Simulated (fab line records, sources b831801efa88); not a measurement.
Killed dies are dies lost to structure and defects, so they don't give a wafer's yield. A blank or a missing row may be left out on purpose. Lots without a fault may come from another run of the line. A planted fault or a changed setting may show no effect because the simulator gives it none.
Which tool did it? | flow gf180mcu | 14 lots, 42 wafers sampled, at 5 steps of a route of 602

WHAT THE GAUGES READ, wafer by wafer
GF_CONTACT_BOW_MEAS_05.
lot  | measured     | on            | CONTACT_BOW (um)
L116 | day 15 23:13 | film_metro-04 | 61 67 59
L117 | day 15 23:29 | film_metro-01 | 69 62 58
L120 | day 17 03:06 | film_metro-04 | 79 69 64
L121 | day 17 16:14 | film_metro-04 | 54 68 68
L124 | day 18 11:19 | film_metro-03 | 67 59 74
L123 | day 18 15:08 | film_metro-03 | 59 68 67
L127 | day 19 10:08 | film_metro-01 | 71 52 61
L130 | day 20 11:02 | film_metro-01 | 65 59 61
L133 | day 21 12:43 | film_metro-03 | 36 57 42
L134 | day 21 17:37 | film_metro-03 | 70 35 37
L135 | day 22 02:51 | film_metro-03 | 69 63 68
L136 | day 22 09:20 | film_metro-01 | 79 62 64
L137 | day 22 18:43 | film_metro-03 | 67 59 51
L138 | day 23 06:52 | film_metro-01 | 54 68 67

GF_V1_THK_MEAS_25: measures by xrf.
lot  | measured     | on            | V1_W_THK (nm)
L116 | day 18 23:34 | film_metro-02 | 350 359 353
L117 | day 19 00:23 | film_metro-04 | 339 334 346
L120 | day 20 06:43 | film_metro-02 | 349 337 337
L121 | day 20 20:07 | film_metro-01 | 352 351 352
L124 | day 21 15:19 | film_metro-02 | 356 355 347
L123 | day 21 18:59 | film_metro-01 | 355 343 354
L127 | day 22 13:07 | film_metro-01 | 361 366 363
L130 | day 23 12:30 | film_metro-02 | 352 341 347
L135 | day 25 01:40 | film_metro-04 | 354 349 343
L136 | day 25 08:56 | film_metro-02 | 359 351 359
L137 | day 25 16:22 | film_metro-01 | 351 348 347
L138 | day 26 04:27 | film_metro-01 | 355 355 357

GF_M2_CD_MEAS_14: target cd 280 nm.
lot  | measured     | on        | cd_nm (nm)
L116 | day 20 00:16 | cd_sem-02 | 280.3 279.9 280.2
L117 | day 20 01:44 | cd_sem-02 | 281.8 279.9 279.9
L120 | day 21 07:11 | cd_sem-02 | 279.0 278.0 279.3
L121 | day 21 19:44 | cd_sem-01 | 278.8 279.2 278.3
L124 | day 22 14:46 | cd_sem-01 | 280.6 280.4 281.2
L123 | day 22 18:41 | cd_sem-02 | 279.9 280.2 279.7
L127 | day 23 12:43 | cd_sem-01 | 278.6 278.5 279.3
L130 | day 24 10:33 | cd_sem-01 | 280.3 280.5 279.2
L135 | day 25 23:40 | cd_sem-02 | 279.5 280.0 280.0
L136 | day 26 06:49 | cd_sem-01 | 277.9 278.1 278.4
L137 | day 26 13:10 | cd_sem-01 | 280.7 280.5 280.1
L138 | day 27 01:35 | cd_sem-01 | 282.1 281.2 281.7

GF_V2_RS_MEAS_24: measures by four-point-probe.
lot  | measured     | on            | V2_W_RS (ohm/sq)
L116 | day 21 02:38 | film_metro-04 | 0.322 0.335 0.339
L117 | day 21 04:14 | film_metro-03 | 0.324 0.331 0.326
L120 | day 22 08:14 | film_metro-01 | 0.322 0.333 0.334
L121 | day 22 21:40 | film_metro-01 | 0.330 0.326 0.325
L124 | day 23 15:48 | film_metro-03 | 0.326 0.329 0.325
L123 | day 23 19:17 | film_metro-04 | 0.329 0.322 0.321
L127 | day 24 13:45 | film_metro-04 | 0.323 0.323 0.324
L130 | day 25 10:56 | film_metro-03 | 0.327 0.335 0.324
L135 | day 26 22:57 | film_metro-01 | 0.325 0.337 0.322
L136 | day 27 06:04 | film_metro-04 | 0.325 0.337 0.325
L137 | day 27 12:11 | film_metro-04 | 0.337 0.327 0.337
L138 | day 28 00:34 | film_metro-04 | 0.329 0.334 0.331

WHICH TOOL RAN EACH LOT (tool, then ch and the chambers of the sampled wafers, then the start)
lot  | GF_CONTACT_CVD_02
L116 | pecvd-04 ch 1,2, day 15 22:45
L117 | pecvd-01 ch 0,1, day 15 23:02
L120 | pecvd-03 ch 0,1, day 17 02:39
L121 | pecvd-01 ch 0,1, day 17 15:47
L124 | pecvd-03 ch 0,1,2, day 18 10:53
L123 | pecvd-04 ch 1,2, day 18 14:41
L127 | pecvd-03 ch 0,1,2, day 19 09:43
L130 | pecvd-03 ch 0,1,2, day 20 10:37
L133 | pecvd-04 ch 1,2, day 21 12:15
L134 | pecvd-03 ch 0,2, day 21 17:09
L135 | pecvd-01 ch 0,1,2, day 22 02:25
L136 | pecvd-01 ch 1,2, day 22 08:52
L137 | pecvd-01 ch 1,2, day 22 18:17
L138 | pecvd-04 ch 0,2, day 23 06:26
- GF_CONTACT_CVD_02: deposits SiO2 from TEOS, target thk 860 nm, time 95.992 s.

WHAT THE TOOLS THEMSELVES READ (means of the sampled wafers that have a number; where no wafer has one, the mark that the record gives instead)
GF_CONTACT_CVD_02.
lot  | tool     | heater_power_outer_w (W) | heater_power_w (W)
L116 | pecvd-04 | 386                      | 693
L117 | pecvd-01 | 347                      | 638
L120 | pecvd-03 | 411                      | 697
L121 | pecvd-01 | 349                      | 597
L124 | pecvd-03 | 358                      | 608
L123 | pecvd-04 | 367                      | 666
L127 | pecvd-03 | 333                      | 575
L130 | pecvd-03 | 360                      | 615
L133 | pecvd-04 | -                        | -
L134 | pecvd-03 | -                        | -
L135 | pecvd-01 | 366                      | 650
L136 | pecvd-01 | 339                      | 588
L137 | pecvd-01 | 373                      | 651
L138 | pecvd-04 | 412                      | 715

THE ANSWER, worked out from the rows above alone
Rule: what is usual is taken from the lots themselves. Put in order of their means at a reading, lots are off if they are a third of the lots or fewer, leave a main group of 4 or more, and stand apart from it by a gap of 3 or more times the standard deviation of the main group's means; of several such gaps the widest counts. A main group whose means are all the same, to the digits that the tables above print for the reading, isn't used. A lot without any number at a reading at which 4 lots or more have one is off too. The other lots that the step has rows for count as sound. The gauges are gone through in route order, then the tools' own readings, and for those a lot's mean is taken as printed above. The first step at which some lot is off is used, and at that step the reading that is off furthest; a lot without a number counts as furthest.
Off: L133, L134, at GF_CONTACT_BOW_MEAS_05 (CONTACT_BOW). The main group: mean 64 um, standard deviation 3.2.
A tool fits if, at a process step before that reading, it ran every lot that is off, and no sound lot after the first of them. The gauges at GF_CONTACT_BOW_MEAS_05 aren't tried: what is off there is off at GF_CONTACT_CVD_02 too, on other tools, and a gauge's error can't cause that. None of those tried fits.

WHAT THE SIMULATOR HAD PUT IN
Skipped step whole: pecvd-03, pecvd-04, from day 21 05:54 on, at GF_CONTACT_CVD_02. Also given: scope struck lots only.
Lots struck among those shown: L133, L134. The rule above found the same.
